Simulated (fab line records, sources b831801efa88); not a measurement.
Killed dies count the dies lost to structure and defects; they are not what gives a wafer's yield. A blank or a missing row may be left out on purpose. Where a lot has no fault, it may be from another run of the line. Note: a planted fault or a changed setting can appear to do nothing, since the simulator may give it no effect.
fab line records	flow sfqLine
record lots=5	wafers=23
route steps=325 shown M1@66 I1@74 M2@92 I2@107 M3@123 I3@137
startH: start of the lot's first displayed wafer, in hours after the record's first day	waitH: hours since the lot's step before	" identical to the entry in the row above	L1.1+2: a row that stands for several wafers	- either no value or no given start	* or withheld: withheld	< > ~ a bound
route shown NAME@n: a module of which the file shows steps, and the number in the route of the first	usual: average and standard deviation across the fault-free wafers	same: alike in all rows	chamber/n: place in a boat	sites: the reading at each site	_std_site: the values' standard deviation	_edge_site: mean of outer sites minus mean of inner sites	radiusMm: how far each site lies from the wafer's centre	mask NAME#n: copy n	behind: the last tool/chamber to shape the wafer	hold: reason for holding the lot/hours on hold/outcome of the hold	device: names the non-switching transistor (n, p or np)	end of line: the route-end tests of the same wafers	step lacking rows: just its recipe	killed: dies lost to structure and defects at the first sort, not the wafer's yield	map: a wafer's dies, marking killed ones x, the rest . and places with no die _
set.NAME: the setting the step ran with; set.NAME@STEP: the setting that earlier step ran with	model.NAME: the simulator's own value behind a step, which no gauge read
lots with deliberately changed settings; one table per step, one row per wafer
## steps
# step SFQ_TRILAYER_M1_LITHO_PEB_042
# recipe pebTempC=115	pebTimeS=60	resist=KrF
lot.wafer	tool	chamber	startH	waitH	set.pebTimeS
L074.1+2+4+5+6	lithoTrack-04	0	276.63	1.0	60
L075.1+2+3+4+6	lithoTrack-02	0	285.03	1.0	60
L080.1+5+6	lithoTrack-02	0	331.06	1.0	55.35
L080.2+4	"	0	"	"	60
L083.3+4+6	lithoTrack-02	0	351.51	0.7	60
L085.2+3+4	lithoTrack-04	0	373.43	0.8	53.82
L085.5+6	"	0	"	"	60
# step SFQ_TRILAYER_M1_LITHO_DEVELOP_041
# recipe timeS=60	resist=KrF
# step SFQ_TRILAYER_M1_BARC_OPEN_METAL_ETCH_054
# recipe maskMaterial=PR	chemistry=O2	targetDepthNm=125	target=BARC	icpW=600	biasW=80	pressureMtorr=10	timeS=41.7
lot.wafer	tool	chamber	startH	waitH	set.pebTimeS@TRILAYER_M1_LITHO_PEB_042	model.M1.cdNm
L074.1	rieMetal-01	1	276.97	0.0	60	500.9
L074.2	"	0	"	"	60	500.6
L074.4	"	0	"	"	60	500.2
L074.5	"	1	"	"	60	500.7
L074.6	"	0	"	"	60	501.6
L075.1	rieMetal-03	1	285.37	0.0	60	500.4
L075.2	"	0	"	"	60	501.5
L075.3	"	1	"	"	60	500.3
L075.4	"	0	"	"	60	500.7
L075.6	"	0	"	"	60	500.8
L080.1	rieMetal-03	0	331.39	0.0	55.35	512.2
L080.2	"	1	"	"	60	498.8
L080.4	"	0	"	"	60	501.6
L080.5	"	0	"	"	55.35	511.2
L080.6	"	1	"	"	55.35	511.1
L083.3	rieMetal-04	1	351.81	0.0	60	500.1
L083.4	"	0	"	"	60	500.2
L083.6	"	0	"	"	60	499
L085.2	rieMetal-01	0	373.74	0.0	53.82	514.9
L085.3	"	1	"	"	53.82	515.5
L085.4	"	0	"	"	53.82	514
L085.5	"	0	"	"	60	499.1
L085.6	"	1	"	"	60	499.6
# step SFQ_TRILAYER_M1_ETCH_METAL_ETCH_042
# recipe target=Nb	stopOn=SiO2	maskMaterial=PR	chemistry=Cl2/Ar	targetDepthNm=240	icpW=600	biasW=80	pressureMtorr=10	timeS=120
# usual oesProductAu=0.894/0.0062
lot.wafer	tool	chamber	startH	waitH	set.timeS@TRILAYER_M1_DEP_SPUTTER_037	oesProductAu
L074.1	rieMetal-01	1	277.03	0.0	133.3	0.895
L074.2	"	0	"	"	153.2	0.968
L074.4	"	0	"	"	153.2	0.971
L074.5	"	1	"	"	133.3	0.894
L074.6	"	0	"	"	133.3	0.887
L075.1	rieMetal-03	1	285.43	0.0	133.3	0.889
L075.2	"	0	"	"	152.1	0.964
L075.3	"	1	"	"	133.3	0.892
L075.4	"	0	"	"	152.1	0.951
L075.6	"	0	"	"	152.1	0.965
L080.1	rieMetal-03	0	331.45	0.0	141.1	0.927
L080.2	"	1	"	"	141.1	0.927
L080.4	"	0	"	"	141.1	0.931
L080.5	"	0	"	"	133.3	0.905
L080.6	"	1	"	"	133.3	0.899
L083.3	rieMetal-04	1	351.89	0.1	133.3	0.897
L083.4	"	0	"	"	133.3	0.891
L083.6	"	0	"	"	133.3	0.893
L085.2	rieMetal-01	0	373.80	0.0	149.6	0.945
L085.3	"	1	"	"	133.3	0.889
L085.4	"	0	"	"	133.3	0.887
L085.5	"	0	"	"	149.6	0.944
L085.6	"	1	"	"	133.3	0.899
# step SFQ_TRILAYER_I1_CMP_CMP_046
# recipe material=SiO2	downForcePsi=3	platenRpm=60	padVelocityMS=0.94248
lot.wafer	tool	chamber	startH	waitH	set.leaveAboveRefNm	model.SiO2_of_TRILAYER_I1_DEP_PECVD_045.thkNm
L074.2	cmp-02	0	279.69	1.7	200	198
L074.1	"	1	"	"	200	198.4
L074.4	"	2	"	"	189.6	189.2
L074.5	"	3	"	"	200	199.5
L074.6	"	0	"	"	189.6	187.9
L075.3	cmp-02	3	291.19	4.8	200	199.6
L075.1	"	0	"	"	207.1	206.2
L075.4	"	1	"	"	207.1	207.1
L075.2	"	2	"	"	200	201
L075.6	"	0	293.69	7.3	200	199.3
L080.1	cmp-01	1	332.43	0.0	187.3	186.2
L080.2	"	2	"	"	200	199.7
L080.4	"	3	"	"	187.3	186.7
L080.5	"	1	334.43	2.0	200	199.8
L080.6	"	2	"	"	187.3	187.8
L083.3+6	cmp-01	2	354.03	1.2	200	200.3
L083.4	"	3	"	"	200	198.9
L085.2	cmp-01	3	377.18	2.4	200	199.1
L085.3	"	0	"	"	200	198.4
L085.4	"	1	"	"	200	198.8
L085.5	"	3	379.18	4.4	200	199.6
L085.6	"	0	"	"	200	198.3
# step SFQ_TRILAYER_I1_METRO_MEASURE_047
# usual thkNm=199.8/1.1
lot.wafer	tool	chamber	startH	waitH	set.leaveAboveRefNm@TRILAYER_I1_CMP_CMP_046	thkNm
L074.1	filmMetro-03	-	282.31	0.1	200	198.5
L074.2	"	-	"	"	200	197.8
L074.4	"	-	"	"	189.6	189.3
L074.5	"	-	"	"	200	199.5
L074.6	"	-	"	"	189.6	187.9
L075.1	filmMetro-03	-	294.31	0.1	207.1	206.3
L075.2	"	-	"	"	200	200.9
L075.3	"	-	"	"	200	199.7
L075.4	"	-	"	"	207.1	207.1
L075.6	"	-	"	"	200	199.4
L080.1	filmMetro-03	-	335.55	0.1	187.3	186.3
L080.2	"	-	"	"	200	199.9
L080.4	"	-	"	"	187.3	186.7
L080.5	"	-	"	"	200	199.6
L080.6	"	-	"	"	187.3	187.8
L083.3	filmMetro-03	-	357.60	0.5	200	200.4
L083.4	"	-	"	"	200	198.9
L083.6	"	-	"	"	200	200.3
L085.2	filmMetro-02	-	380.50	0.3	200	199.1
L085.3	"	-	"	"	200	198.4
L085.4	"	-	"	"	200	198.8
L085.5	"	-	"	"	200	199.5
L085.6	"	-	"	"	200	198.4
# step SFQ_TRILAYER_I1_VIA_LITHO_COAT_049
# recipe resist=KrF	spinRpm=3000	resistThkNm=650
lot.wafer	tool	chamber	startH	waitH	set.resistThkNm	model.KrF_of_TRILAYER_I1_VIA_LITHO_COAT_049.thkNm
L074.1	lithoTrack-01	0	283.81	0.2	650	649.3
L074.2	"	0	"	"	650	650.1
L074.4	"	0	"	"	650	647.2
L074.5	"	0	"	"	650	648.8
L074.6	"	0	"	"	650	648.6
L075.1	lithoTrack-02	0	295.81	0.2	614.9	613
L075.2	"	0	"	"	650	650.1
L075.3	"	0	"	"	614.9	613.9
L075.4	"	0	"	"	614.9	613.1
L075.6	"	0	"	"	650	648.7
L080.1	lithoTrack-03	0	337.38	0.2	650	652.6
L080.2	"	0	"	"	650	652.1
L080.4	"	0	"	"	676.9	678.4
L080.5	"	0	"	"	676.9	679.2
L080.6	"	0	"	"	676.9	679
L083.3	lithoTrack-01	0	358.80	0.2	650	649.6
L083.4	"	0	"	"	650	648.8
L083.6	"	0	"	"	650	648.1
L085.2	lithoTrack-01	0	381.85	0.2	688.2	690.5
L085.3	"	0	"	"	650	653.8
L085.4	"	0	"	"	650	654.5
L085.5	"	0	"	"	688.2	691.8
L085.6	"	0	"	"	688.2	693.4
# step SFQ_TRILAYER_I1_VIA_ETCH_VIA_ETCH_052
# recipe target=SiO2	stopOn=Nb	maskMaterial=PR	taperDeg=20	chemistry=CHF3	targetDepthNm=260	sourceW=500	biasW=80	pressureMtorr=30	timeS=withheld
# usual oesProductAu=0.854/0.0054
lot.wafer	tool	chamber	startH	waitH	set.biasW	set.leaveAboveRefNm@TRILAYER_I1_CMP_CMP_046	oesProductAu	model.I1.featureDepthNm
L074.1	rieDiel-01	0	330.23	0.0	80	200	0.848	198.4
L074.2	"	3	"	"	72.25	200	0.845	198
L074.4	"	1	"	"	80	189.6	0.825	189.2
L074.5	"	3	"	"	72.25	200	0.851	199.5
L074.6	"	0	"	"	80	189.6	0.823	187.9
L075.1	rieDiel-04	0	343.43	0.0	80	207.1	0.866	206.2
L075.2	"	3	"	"	75.98	200	0.850	201
L075.3	"	2	"	"	80	200	0.861	199.6
L075.4	"	1	"	"	75.98	207.1	0.867	207.1
L075.6	"	2	"	"	80	200	0.852	199.3
L080.1	rieDiel-03	3	389.18	0.0	80	187.3	0.831	186.2
L080.2	"	0	"	"	76.34	200	0.856	199.7
L080.4	"	1	"	"	76.34	187.3	0.818	186.7
L080.5	"	0	"	"	76.34	200	0.857	199.8
L080.6	"	3	"	"	80	187.3	0.830	187.8
L083.3	rieDiel-04	1	414.48	0.0	80	200	0.855	200.3
L083.4	"	0	"	"	80	200	0.845	198.9
L083.6	"	2	"	"	80	200	0.860	200.3
L085.2	rieDiel-03	2	434.88	0.0	80	200	0.846	199.1
L085.3	"	0	"	"	80	200	0.847	198.4
L085.4	"	2	"	"	70.52	200	0.859	198.8
L085.5	"	0	"	"	70.52	200	0.850	199.6
L085.6	"	1	"	"	80	200	0.860	198.3
# step SFQ_TRILAYER_M2_LITHO_COAT_062
# recipe resist=BARC	spinRpm=3000	resistThkNm=62
lot.wafer	tool	chamber	startH	waitH	set.resistThkNm	model.BARC_of_TRILAYER_M2_LITHO_COAT_062.thkNm
L074.1	lithoTrack-01	0	331.42	0.1	62	62.12
L074.2	"	0	"	"	62	62.29
L074.4	"	0	"	"	62	62.31
L074.5	"	0	"	"	60.2	60.46
L074.6	"	0	"	"	60.2	60.37
L075.1	lithoTrack-01	0	344.62	0.1	63.87	64.24
L075.2	"	0	"	"	62	62.47
L075.3	"	0	"	"	62	62.44
L075.4	"	0	"	"	62	62.22
L075.6	"	0	"	"	63.87	64.41
L080.1	lithoTrack-01	0	390.37	0.1	62	62.2
L080.2	"	0	"	"	62	62.14
L080.4+6	"	0	"	"	62	62.11
L080.5	"	0	"	"	62	62.24
L083.3	lithoTrack-01	0	415.77	0.1	62	62.25
L083.4	"	0	"	"	62	62.14
L083.6	"	0	"	"	62	62.39
L085.2	lithoTrack-02	0	436.12	0.1	62	62.21
L085.3	"	0	"	"	63.84	64.04
L085.4	"	0	"	"	62	62.29
L085.5	"	0	"	"	63.84	63.84
L085.6	"	0	"	"	62	61.96
# step SFQ_TRILAYER_M2_LITHO_PEB_060
# recipe pebTempC=115	pebTimeS=60	resist=KrF
lot.wafer	tool	chamber	startH	waitH	set.pebTempC
L074.1+2+4+5+6	lithoTrack-02	0	381.81	1.0	115
L075.1+4+6	lithoTrack-04	0	397.21	1.0	115
L075.2+3	"	0	"	"	116.8
L080.1+2+5	lithoTrack-04	0	442.91	1.0	115
L080.4+6	"	0	"	"	116.1
L083.3+4+6	lithoTrack-01	0	468.16	0.7	115
L085.2+3+4+5+6	lithoTrack-02	0	488.53	0.8	115
# step SFQ_TRILAYER_M2_LITHO_DEVELOP_059
# recipe timeS=60	resist=KrF
# step SFQ_TRILAYER_M2_BARC_OPEN_METAL_ETCH_077
# recipe maskMaterial=PR	chemistry=O2	targetDepthNm=125	target=BARC	icpW=600	biasW=80	pressureMtorr=10	timeS=41.7
lot.wafer	tool	chamber	startH	waitH	set.pebTempC@TRILAYER_M2_LITHO_PEB_060	model.M2.cdNm
L074.1	rieMetal-04	1	382.14	0.0	115	499.4
L074.2	"	0	"	"	115	499
L074.4	"	1	"	"	115	500.4
L074.5	"	0	"	"	115	498
L074.6	"	1	"	"	115	498.8
L075.1	rieMetal-01	1	397.54	0.0	115	502.8
L075.2	"	1	"	"	116.8	471.9
L075.3	"	1	"	"	116.8	471.6
L075.4	"	1	"	"	115	502.2
L075.6	"	1	"	"	115	501.4
L080.1	rieMetal-02	1	443.24	0.0	115	499.7
L080.2	"	0	"	"	115	500.9
L080.4	"	1	"	"	116.1	480.6
L080.5	"	0	"	"	115	499.3
L080.6	"	1	"	"	116.1	479.2
L083.3	rieMetal-01	1	468.46	0.0	115	500.4
L083.4	"	0	"	"	115	499.5
L083.6	"	0	"	"	115	499.6
L085.2	rieMetal-01	0	488.84	0.0	115	501.3
L085.3	"	0	"	"	115	501.7
L085.4	"	1	"	"	115	500.3
L085.5	"	1	"	"	115	502.5
L085.6	"	0	"	"	115	502.1
# step SFQ_TRILAYER_I2_VIA_LITHO_COAT_072
# recipe resist=BARC	spinRpm=3000	resistThkNm=62
lot.wafer	tool	chamber	startH	waitH	set.spinRpm	model.BARC_of_TRILAYER_I2_VIA_LITHO_COAT_072.thkNm
L074.1	lithoTrack-01	0	388.74	1.0	3000	62.34
L074.2	"	0	"	"	2929	63.04
L074.4	"	0	"	"	3000	62.07
L074.5	"	0	"	"	2929	63.17
L074.6	"	0	"	"	2929	63.12
L075.1	lithoTrack-03	0	404.26	1.0	3000	61.92
L075.2	"	0	"	"	3000	61.72
L075.3+6	"	0	"	"	3000	61.86
L075.4	"	0	"	"	3000	61.78
L080.1	lithoTrack-03	0	449.44	1.0	3000	61.85
L080.2+6	"	0	"	"	3000	61.9
L080.4	"	0	"	"	3000	61.71
L080.5	"	0	"	"	3000	61.72
L083.3	lithoTrack-04	0	473.90	0.7	3000	62.17
L083.4	"	0	"	"	3000	62.18
L083.6	"	0	"	"	3000	62.35
L085.2	lithoTrack-01	0	496.38	0.8	3000	62.02
L085.3	"	0	"	"	2905	63.08
L085.4	"	0	"	"	2905	62.92
L085.5	"	0	"	"	2905	63.17
L085.6	"	0	"	"	3000	62.05
# step SFQ_TRILAYER_M3_LITHO_COAT_075
# recipe resist=KrF	spinRpm=3000	resistThkNm=600
lot.wafer	tool	chamber	startH	waitH	set.spinRpm	model.KrF_of_TRILAYER_M3_LITHO_COAT_075.thkNm
L074.1	lithoTrack-02	0	509.71	0.2	3000	600
L074.2	"	0	"	"	3000	598.5
L074.4	"	0	"	"	3000	597.9
L074.5	"	0	"	"	3000	599.8
L074.6	"	0	"	"	3000	598.1
L075.1	lithoTrack-04	0	532.27	0.2	3124	589.4
L075.2	"	0	"	"	3000	602.3
L075.3	"	0	"	"	3000	602.2
L075.4	"	0	"	"	3124	588.3
L075.6	"	0	"	"	3000	601.2
L080.1	lithoTrack-04	0	579.09	0.2	3000	-
L080.2	"	0	"	"	3191	582.6
L080.4	"	0	"	"	3191	-
L080.5	"	0	"	"	3000	601
L080.6	"	0	"	"	3191	583.5
L083.3	lithoTrack-02	0	605.12	0.2	3000	600.9
L083.4	"	0	"	"	3000	602.7
L083.6	"	0	"	"	3000	601.6
L085.2	lithoTrack-02	0	624.27	0.2	3000	604.5
L085.3	"	0	"	"	2782	625.3
L085.4	"	0	"	"	2782	626.5
L085.5	"	0	"	"	3000	601
L085.6	"	0	"	"	2782	625.9
# step SFQ_TRILAYER_M3_LITHO_SOFTBAKE_079
# recipe tempC=withheld	timeS=withheld	resist=KrF
# step SFQ_TRILAYER_M3_LITHO_EXPOSE_076
# recipe maskId=M3	na=0.6	sourceShape=conventional	sigmaOuter=0.65	targetCdNm=500	doseMj=14.4
# step SFQ_TRILAYER_M3_LITHO_DEVELOP_077
# recipe timeS=60	resist=KrF
# step SFQ_TRILAYER_M3_BARC_OPEN_METAL_ETCH_100
# recipe maskMaterial=PR	chemistry=O2	targetDepthNm=125	target=BARC	icpW=600	biasW=80	pressureMtorr=10	timeS=41.7
lot.wafer	tool	chamber	startH	waitH	set.spinRpm@TRILAYER_M3_LITHO_COAT_075	model.KrF_of_TRILAYER_M3_LITHO_COAT_075.thkNm
L074.1+5	rieMetal-04	1	562.59	0.0	3000	524.4
L074.2	"	0	"	"	3000	522.5
L074.4	"	1	"	"	3000	521.9
L074.6	"	0	"	"	3000	522.2
L075.1	rieMetal-03	1	580.59	0.0	3124	511.4
L075.2	"	0	"	"	3000	525.3
L075.3	"	1	"	"	3000	523.9
L075.4	"	0	"	"	3124	511.8
L075.6	"	1	"	"	3000	523.3
L080.1	rieMetal-04	1	641.70	0.0	3000	-
L080.2	"	0	"	"	3191	505.5
L080.4	"	0	"	"	3191	-
L080.5	"	1	"	"	3000	525
L080.6	"	0	"	"	3191	506.8
L083.3	rieMetal-01	1	667.03	0.0	3000	524.4
L083.4	"	0	"	"	3000	526.4
L083.6	"	1	"	"	3000	525
L085.2	rieMetal-03	1	686.21	0.0	3000	525.4
L085.3	"	0	"	"	2782	548
L085.4	"	1	"	"	2782	547.7
L085.5	"	1	"	"	3000	522.1
L085.6	"	0	"	"	2782	548.9
# step SFQ_TRILAYER_M3_ETCH_METAL_ETCH_078
# recipe target=Nb	stopOn=SiO2	maskMaterial=PR	chemistry=Cl2/Ar	targetDepthNm=240	icpW=600	biasW=80	pressureMtorr=10	timeS=120
lot.wafer	tool	chamber	startH	waitH	set.spinRpm@TRILAYER_M3_LITHO_COAT_075	model.KrF_of_TRILAYER_M3_LITHO_COAT_075.thkNm
L074.1	rieMetal-04	1	562.65	0.0	3000	386.2
L074.2	"	0	"	"	3000	384.4
L074.4	"	1	"	"	3000	383.2
L074.5	"	1	"	"	3000	386.7
L074.6	"	0	"	"	3000	381.7
L075.1	rieMetal-03	1	580.65	0.0	3124	367.9
L075.2	"	0	"	"	3000	383.9
L075.3	"	1	"	"	3000	380.4
L075.4	"	0	"	"	3124	370.6
L075.6	"	1	"	"	3000	379.5
L080.1	rieMetal-04	1	641.76	0.0	3000	-
L080.2	"	0	"	"	3191	366.4
L080.4	"	0	"	"	3191	-
L080.5	"	1	"	"	3000	386.9
L080.6	"	0	"	"	3191	368.4
L083.3	rieMetal-01	1	667.11	0.1	3000	383.7
L083.4	"	0	"	"	3000	385
L083.6	"	1	"	"	3000	383.5
L085.2	rieMetal-03	1	686.27	0.0	3000	379.7
L085.3	"	0	"	"	2782	407.3
L085.4	"	1	"	"	2782	402.5
L085.5	"	1	"	"	3000	375.7
L085.6	"	0	"	"	2782	407.7
# step SFQ_TRILAYER_I3_VIA_LITHO_COAT_090
# recipe resist=BARC	spinRpm=3000	resistThkNm=62
lot.wafer	tool	chamber	startH	waitH	set.spinRpm	model.BARC_of_TRILAYER_I3_VIA_LITHO_COAT_090.thkNm
L074.1	lithoTrack-02	0	573.19	1.0	2934	63.18
L074.2	"	0	"	"	3000	62.55
L074.4	"	0	"	"	3000	62.64
L074.5	"	0	"	"	2934	63.05
L074.6	"	0	"	"	3000	62.58
L075.1	lithoTrack-01	0	598.00	1.0	2831	63.95
L075.2	"	0	"	"	2831	63.76
L075.3	"	0	"	"	2831	63.88
L075.4	"	0	"	"	3000	61.95
L075.6	"	0	"	"	3000	61.97
L080.1	lithoTrack-01	0	655.00	1.0	3000	62.02
L080.2	"	0	"	"	3000	61.96
L080.4	"	0	"	"	3000	61.9
L080.5	"	0	"	"	3000	61.79
L080.6	"	0	"	"	3000	61.92
L083.3	lithoTrack-01	0	673.30	0.7	3000	62.07
L083.4	"	0	"	"	3000	61.96
L083.6	"	0	"	"	3000	62.02
L085.2	lithoTrack-02	0	691.62	0.8	3000	62.07
L085.3	"	0	"	"	3000	62.02
L085.4	"	0	"	"	3000	62.11
L085.5	"	0	"	"	3142	60.56
L085.6	"	0	"	"	3142	60.5
# step SFQ_TRILAYER_I3_VIA_LITHO_PEB_088
# recipe pebTempC=115	pebTimeS=60	resist=KrF
lot.wafer	tool	chamber	startH	waitH	set.pebTempC
L074.1+2+6	lithoTrack-02	0	635.36	1.0	115
L074.4+5	"	0	"	"	117.2
L075.1+3+4	lithoTrack-02	0	659.48	1.0	115
L075.2+6	"	0	"	"	111.3
L080.1+6	lithoTrack-02	0	717.83	1.0	115
L080.2+4+5	"	0	"	"	117
L083.3+4+6	lithoTrack-01	0	735.68	0.7	115
L085.2+3+5	lithoTrack-03	0	745.25	0.8	115
L085.4+6	"	0	"	"	118.5
# step SFQ_TRILAYER_I3_VIA_LITHO_DEVELOP_087
# recipe timeS=60	resist=KrF
# step SFQ_TRILAYER_I3_VIA_BARC_OPEN_VIA_ETCH_121
# recipe maskMaterial=PR	chemistry=O2	targetDepthNm=125	target=BARC	sourceW=500	biasW=80	pressureMtorr=30	timeS=41.7
lot.wafer	tool	chamber	startH	waitH	set.pebTempC@TRILAYER_I3_VIA_LITHO_PEB_088	model.I3.cdNm
L074.1	rieDiel-01	2	635.70	0.0	115	499.7
L074.2	"	3	"	"	115	500.4
L074.4+5	"	0,1	"	"	117.2	537.2
L074.6	"	2	"	"	115	500.2
L075.1	rieDiel-02	0	659.81	0.0	115	498.1
L075.2	"	1	"	"	111.3	419.1
L075.3	"	3	"	"	115	499.4
L075.4	"	3	"	"	115	500.7
L075.6	"	0	"	"	111.3	421.3
L080.1	rieDiel-01	1	718.16	0.0	115	498.5
L080.2	"	0	"	"	117	532.4
L080.4	"	2	"	"	117	530.8
L080.5	"	0	"	"	117	531.9
L080.6	"	1	"	"	115	498.8
L083.3	rieDiel-02	1	735.96	0.0	115	495.9
L083.4	"	3	"	"	115	499.9
L083.6	"	2	"	"	115	497
L085.2	rieDiel-04	2	745.56	0.0	115	504.1
L085.3	"	0	"	"	115	501.2
L085.4	"	3	"	"	118.5	557
L085.5	"	2	"	"	115	502.3
L085.6	"	3	"	"	118.5	556.9
## key
split step=SFQ_TRILAYER_M1_LITHO_PEB_042	setting=pebTimeS	stated=60	by=wafer
response step=SFQ_TRILAYER_M1_BARC_OPEN_METAL_ETCH_054	reading=model.M1.cdNm	change=-1.49	per=1%	r=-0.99
split step=SFQ_TRILAYER_I1_CMP_CMP_046	setting=leaveAboveRefNm	stated=200	by=wafer
response step=SFQ_TRILAYER_I1_CMP_CMP_046	reading=model.SiO2_of_TRILAYER_I1_DEP_PECVD_045.thkNm	change=+1.97	per=1%	r=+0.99
response step=SFQ_TRILAYER_I1_METRO_MEASURE_047	reading=thkNm	change=+1.97	per=1%	r=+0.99
response step=SFQ_TRILAYER_I1_VIA_ETCH_VIA_ETCH_052	reading=oesProductAu	change=+0.00455	per=1%	r=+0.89
response step=SFQ_TRILAYER_I1_VIA_ETCH_VIA_ETCH_052	reading=model.I1.featureDepthNm	change=+1.97	per=1%	r=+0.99
split step=SFQ_TRILAYER_I1_VIA_LITHO_COAT_049	setting=resistThkNm	stated=650	by=wafer
response step=SFQ_TRILAYER_I1_VIA_LITHO_COAT_049	reading=model.KrF_of_TRILAYER_I1_VIA_LITHO_COAT_049.thkNm	change=+6.51	per=1%	r=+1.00
split step=SFQ_TRILAYER_I1_VIA_ETCH_VIA_ETCH_052	setting=biasW	stated=80	by=wafer
response none clear
split step=SFQ_TRILAYER_M2_LITHO_COAT_062	setting=resistThkNm	stated=62	by=wafer
response step=SFQ_TRILAYER_M2_LITHO_COAT_062	reading=model.BARC_of_TRILAYER_M2_LITHO_COAT_062.thkNm	change=+0.625	per=1%	r=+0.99
split step=SFQ_TRILAYER_M2_LITHO_PEB_060	setting=pebTempC	stated=115	by=wafer
response step=SFQ_TRILAYER_M2_BARC_OPEN_METAL_ETCH_077	reading=model.M2.cdNm	change=-19.8	per=1%	r=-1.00
split step=SFQ_TRILAYER_I2_VIA_LITHO_COAT_072	setting=spinRpm	stated=3000	by=wafer
response step=SFQ_TRILAYER_I2_VIA_LITHO_COAT_072	reading=model.BARC_of_TRILAYER_I2_VIA_LITHO_COAT_072.thkNm	change=-0.343	per=1%	r=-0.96
split step=SFQ_TRILAYER_M3_LITHO_COAT_075	setting=spinRpm	stated=3000	by=wafer
response step=SFQ_TRILAYER_M3_LITHO_COAT_075	reading=model.KrF_of_TRILAYER_M3_LITHO_COAT_075.thkNm	change=-3.09	per=1%	r=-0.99
response step=SFQ_TRILAYER_M3_BARC_OPEN_METAL_ETCH_100	reading=model.KrF_of_TRILAYER_M3_LITHO_COAT_075.thkNm	change=-3.21	per=1%	r=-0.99
response step=SFQ_TRILAYER_M3_ETCH_METAL_ETCH_078	reading=model.KrF_of_TRILAYER_M3_LITHO_COAT_075.thkNm	change=-3.5	per=1%	r=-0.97
split step=SFQ_TRILAYER_I3_VIA_LITHO_COAT_090	setting=spinRpm	stated=3000	by=wafer
response step=SFQ_TRILAYER_I3_VIA_LITHO_COAT_090	reading=model.BARC_of_TRILAYER_I3_VIA_LITHO_COAT_090.thkNm	change=-0.324	per=1%	r=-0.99
split step=SFQ_TRILAYER_I3_VIA_LITHO_PEB_088	setting=pebTempC	stated=115	by=wafer
response step=SFQ_TRILAYER_I3_VIA_BARC_OPEN_VIA_ETCH_121	reading=model.I3.cdNm	change=+20.9	per=1%	r=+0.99
split outsideThisFile step=SFQ_TRILAYER_M1_DEP_SPUTTER_037 setting=timeS
# split outsideThisFile: this setting was split too, and the file shows its column; the key of that split is in another file
